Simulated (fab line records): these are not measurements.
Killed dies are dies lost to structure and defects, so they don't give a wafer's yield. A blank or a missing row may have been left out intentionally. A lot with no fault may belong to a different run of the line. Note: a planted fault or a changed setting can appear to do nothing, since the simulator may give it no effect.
Which tool did it? | flow sky130 | 36 wafers from 12 lots sampled at 2 of the route's 708 steps

## WHAT THE GAUGES READ, wafer by wafer
SKY_VIA4_OVL_MEAS_11. Usual: for VIA4_OVL the level is 0.2 nm and the standard deviation is 1.1.
lot  | measured     | on         | VIA4_OVL (nm)  | flag
L141 | day 43 06:22 | overlay-02 | -0.3 -0.8 -0.3 |
L142 | day 43 09:56 | overlay-01 | -0.1 0.9 1.7   |
L143 | day 43 11:46 | overlay-02 | 1.1 0.6 0.9    |
L144 | day 43 13:13 | overlay-01 | -0.1 2.3 0.3   |
L147 | day 44 11:05 | overlay-02 | 1.3 1.4 1.7    |
L146 | day 44 12:39 | overlay-01 | 0.4 1.5 0.8    |
L148 | day 44 16:44 | overlay-02 | -0.8 0.8 -0.9  |
L150 | day 45 10:00 | overlay-02 | 1.1 0.0 2.3    |
L153 | day 46 06:31 | overlay-02 | 1.6 0.9 1.8    |
L154 | day 46 12:40 | overlay-01 | -0.3 0.2 0.6   |
L155 | day 46 13:30 | overlay-01 | -2.2 -2.1 -1.1 |
L159 | day 47 15:44 | overlay-01 | 0.7 2.0 0.8    |

## WHAT TOOL EACH LOT RAN ON (gives the tool, then ch and the chambers of the sampled wafers, and finally the start)
lot  | SKY_METAL3_METAL_ETCH_18
L141 | rie metal-03 ch 0, day 39 01:29
L142 | rie metal-02 ch 0,1, day 39 05:01
L143 | rie metal-01 ch 0,1, day 39 07:16
L144 | rie metal-02 ch 0,1, day 39 10:07
L147 | rie metal-02 ch 0, day 40 07:53
L146 | rie metal-02 ch 0, day 40 10:22
L148 | rie metal-03 ch 0, day 40 14:56
L150 | rie metal-02 ch 0,1, day 41 08:16
L153 | rie metal-02 ch 0,1, day 42 09:38
L154 | rie metal-02 ch 0,1, day 42 14:49
L155 | rie metal-02 ch 0,1, day 42 16:52
L159 | rie metal-01 ch 0,1, day 43 22:22
- SKY_METAL3_METAL_ETCH_18: etches the open film in Cl2/BCl3, stops on SiO2, target depth 845 nm, time 183.1 s.

## AS READ BY THE TOOLS THEMSELVES (means over the sampled wafers that have a number; for cases with no such wafer, the mark the record gives instead)
SKY_METAL3_METAL_ETCH_18. Usual: drypump motor current A 5.4 A, standard deviation 0.44; oes product au 0.864 a.u., standard deviation 0.0063; throttle valve pct 22.264 %, standard deviation 0.0089.
lot  | tool         | drypump motor current A (A) | oes product au (a.u.) | throttle valve pct (%) | flag
L141 | rie metal-03 | 5.0                         | 0.860                 | 22.264                 |
L142 | rie metal-02 | 5.2                         | 0.865                 | 22.264                 |
L143 | rie metal-01 | 5.4                         | 0.863                 | 22.265                 |
L144 | rie metal-02 | 5.2                         | 0.864                 | 22.269                 |
L147 | rie metal-02 | 5.1                         | 0.862                 | 22.263                 |
L146 | rie metal-02 | 5.1                         | 0.859                 | 22.269                 |
L148 | rie metal-03 | 5.0                         | 0.871                 | 22.264                 |
L150 | rie metal-02 | 5.2                         | 0.871                 | 22.265                 |
L153 | rie metal-02 | 5.2                         | 0.855                 | 22.258                 |
L154 | rie metal-02 | 5.2                         | 0.860                 | 22.271                 |
L155 | rie metal-02 | 5.2                         | 0.857                 | 22.263                 |
L159 | rie metal-01 | 5.4                         | 0.876                 | 22.263                 |

## THE ANSWER, worked out from the rows above alone
Rule: a lot is off if the mean of its wafers that have a number lies more than 3 standard deviations from the usual mean. A lot without any number at a reading at which 4 lots or more have one is off too. The other lots that the step has rows for count as sound. Order of review: gauges by route order, followed by the tools' own readings, for which a lot's mean as printed above is used. At the first step where some lot is off, the reading lying furthest off is the one used; lots without a number count as furthest.
Across all readings shown, no lot is off: no conclusion can be drawn from this.

## WHAT THE SIMULATOR PUT IN
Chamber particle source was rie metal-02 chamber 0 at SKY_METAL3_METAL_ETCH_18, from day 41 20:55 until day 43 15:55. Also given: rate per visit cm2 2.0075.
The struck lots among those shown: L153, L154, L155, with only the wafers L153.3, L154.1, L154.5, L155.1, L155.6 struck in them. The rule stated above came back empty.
